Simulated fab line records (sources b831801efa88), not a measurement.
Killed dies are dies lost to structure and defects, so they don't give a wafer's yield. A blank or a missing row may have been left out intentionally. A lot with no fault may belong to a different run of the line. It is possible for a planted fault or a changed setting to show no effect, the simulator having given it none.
Which tool was responsible? | flow sky130 | 10 lots, 30 wafers sampled, at 4 steps of a route of 708

WHAT THE GAUGES READ, wafer by wafer
SKY_NWELL_OVL_MEAS_10. Usual: NWELL_00_OVL typically reads 1.6 nm, with standard deviation 1.8.
lot  | measured     | on         | NWELL_00_OVL (nm) | flag
L699 | day 4 19:21  | overlay-01 | 3.9 0.9 4.0       |
L700 | day 4 20:34  | overlay-02 | 3.0 3.0 2.7       |
L701 | day 5 00:37  | overlay-02 | 1.5 2.0 2.6       |
L702 | day 5 08:01  | overlay-01 | 3.5 2.9 -0.2      |
L703 | day 5 13:01  | overlay-01 | 1.9 1.8 2.3       |
L710 | day 7 04:55  | overlay-02 | 2.4 3.7 2.4       |
L712 | day 7 18:30  | overlay-02 | 1.5 -1.8 -0.5     |
L720 | day 9 14:40  | overlay-02 | 3.6 2.2 -0.9      |
L721 | day 9 21:10  | overlay-01 | 1.9 0.7 -0.2      |
L722 | day 10 03:55 | overlay-01 | 0.4 0.4 0.5       |

SKY_VT_ADJUST_LVTN_OVL_MEAS_07. Usual: VT_ADJUST_LVTN_OVL typically reads -1.1 nm, with standard deviation 1.4.
lot  | measured     | on         | VT_ADJUST_LVTN_OVL (nm) | flag
L699 | day 7 03:10  | overlay-02 | -3.2 -0.8 -1.7          |
L700 | day 7 07:01  | overlay-01 | -2.6 -0.2 -0.7          |
L701 | day 7 11:11  | overlay-02 | -3.5 -6.0 -1.7          |
L702 | day 7 20:04  | overlay-01 | -0.5 -2.3 -3.5          |
L703 | day 7 23:52  | overlay-02 | -1.1 -0.8 -0.3          |
L710 | day 9 19:39  | overlay-02 | -3.3 -0.4 -2.2          |
L712 | day 10 12:28 | overlay-02 | -1.8 -0.7 -2.8          |
L720 | day 12 15:04 | overlay-02 | -1.4 -0.7 -0.8          |
L721 | day 12 21:09 | overlay-01 | -1.5 -0.6 -1.0          |
L722 | day 13 05:27 | overlay-01 | -0.8 -0.6 0.6           |

SKY_RES_PROTECT_TW_MEAS_08. Usual: POLY_GATE_TW typically reads 4021, with standard deviation 43.
lot  | measured     | on            | POLY_GATE_TW   | flag
L699 | day 15 12:52 | film-metro-04 | 4045 4057 4054 |
L700 | day 15 14:25 | film-metro-04 | 4051 4049 4061 |
L701 | day 15 21:32 | film-metro-04 | 4048 4042 4035 |
L702 | day 16 11:49 | film-metro-04 | 4068 4049 4070 |
L703 | day 16 15:26 | film-metro-02 | 3973 3946 3980 |
L710 | day 19 08:05 | film-metro-04 | 4061 4049 4069 |
L712 | day 20 05:28 | film-metro-02 | 3986 4004 4009 |
L720 | day 22 16:28 | film-metro-02 | 3961 3959 3959 |
L721 | day 23 02:52 | film-metro-02 | 3952 3940 3958 |
L722 | day 23 09:37 | film-metro-02 | 3958 3966 3952 |

EACH LOT AND THE TOOL THAT RAN IT (in order: tool; ch and the chambers of the sampled wafers; start)
lot  | SKY_GATE_OXIDE_OXIDATION_01
L699 | furnace-02 ch 0, day 13 02:09
L700 | furnace-02 ch 0, day 13 04:53
L701 | furnace-02 ch 0, day 13 10:28
L702 | furnace-01 ch 0, day 13 23:38
L703 | furnace-02 ch 0, day 14 03:27
L710 | furnace-01 ch 0, day 16 12:14
L712 | furnace-01 ch 0, day 17 10:20
L720 | furnace-01 ch 0, day 19 23:13
L721 | furnace-01 ch 0, day 20 10:22
L722 | furnace-02 ch 0, day 20 16:41
- SKY_GATE_OXIDE_OXIDATION_01: stabilise 600 s, purge 300 s, target thk 10.268 nm.

WHAT THE TOOLS THEMSELVES READ (means of the sampled wafers that have a number; where no wafer has one, the mark that the record gives instead)
SKY_GATE_OXIDE_OXIDATION_01. Usual: spike-tc-centre-C 899.9 C, standard deviation 0.98; spike-tc-lower-C 900.8 C, standard deviation 1.1; zone-power-bottom-pct 29.6 %, standard deviation 0.35; zone-power-centre-pct 17.9 %, standard deviation 1.7; zone-power-lower-pct 18.4 %, standard deviation 1.5; zone-power-upper-pct 18.7 %, standard deviation 0.33.
lot  | tool       | spike-tc-centre-C (C) | spike-tc-lower-C (C) | zone-power-bottom-pct (%) | zone-power-centre-pct (%) | zone-power-lower-pct (%) | zone-power-upper-pct (%) | flag
L699 | furnace-02 | 900.1                 | 900.1                | 29.8                      | 20.1                      | 20.3                     | 18.3                     |
L700 | furnace-02 | 900.0                 | 900.6                | 29.8                      | 20.3                      | 20.2                     | 18.2                     |
L701 | furnace-02 | 898.4                 | 898.9                | 30.1                      | 20.2                      | 20.3                     | 18.3                     |
L702 | furnace-01 | 900.2                 | 900.7                | 29.9                      | 16.7                      | 17.4                     | 18.8                     |
L703 | furnace-02 | 898.8                 | 901.0                | 29.7                      | 20.2                      | 20.3                     | 18.3                     |
L710 | furnace-01 | 921.0                 | 897.9                | 30.0                      | 23.2                      | 13.6                     | 15.0                     | OFF
L712 | furnace-01 | 920.7                 | 897.1                | 30.3                      | 23.4                      | 13.5                     | 14.6                     | OFF
L720 | furnace-01 | 900.2                 | 901.8                | 29.5                      | 16.6                      | 17.2                     | 18.8                     |
L721 | furnace-01 | 899.4                 | 901.2                | 29.4                      | 16.7                      | 17.2                     | 18.9                     |
L722 | furnace-02 | 898.6                 | 901.1                | 29.4                      | 20.0                      | 20.5                     | 18.3                     |

THE ANSWER, worked out from the rows above alone
Rule: a lot is off if the mean of its wafers that have a number lies more than 3 standard deviations from the usual mean. Also off: a lot with no number at a reading for which 4 or more lots have one. The other lots that the step has rows for count as sound. Order of review: gauges by route order, followed by the tools' own readings, for which a lot's mean as printed above is used. The first step at which some lot is off is used, and at that step the reading that is off furthest; a lot without a number counts as furthest.
Off at SKY_GATE_OXIDE_OXIDATION_01 (spike-tc-centre-C): L710, L712.
A tool fits if, at that step or a process step before it, it ran every lot that is off, and no sound lot after the first of them. None of those tried fits.

WHAT HAD BEEN PUT IN BY THE SIMULATOR
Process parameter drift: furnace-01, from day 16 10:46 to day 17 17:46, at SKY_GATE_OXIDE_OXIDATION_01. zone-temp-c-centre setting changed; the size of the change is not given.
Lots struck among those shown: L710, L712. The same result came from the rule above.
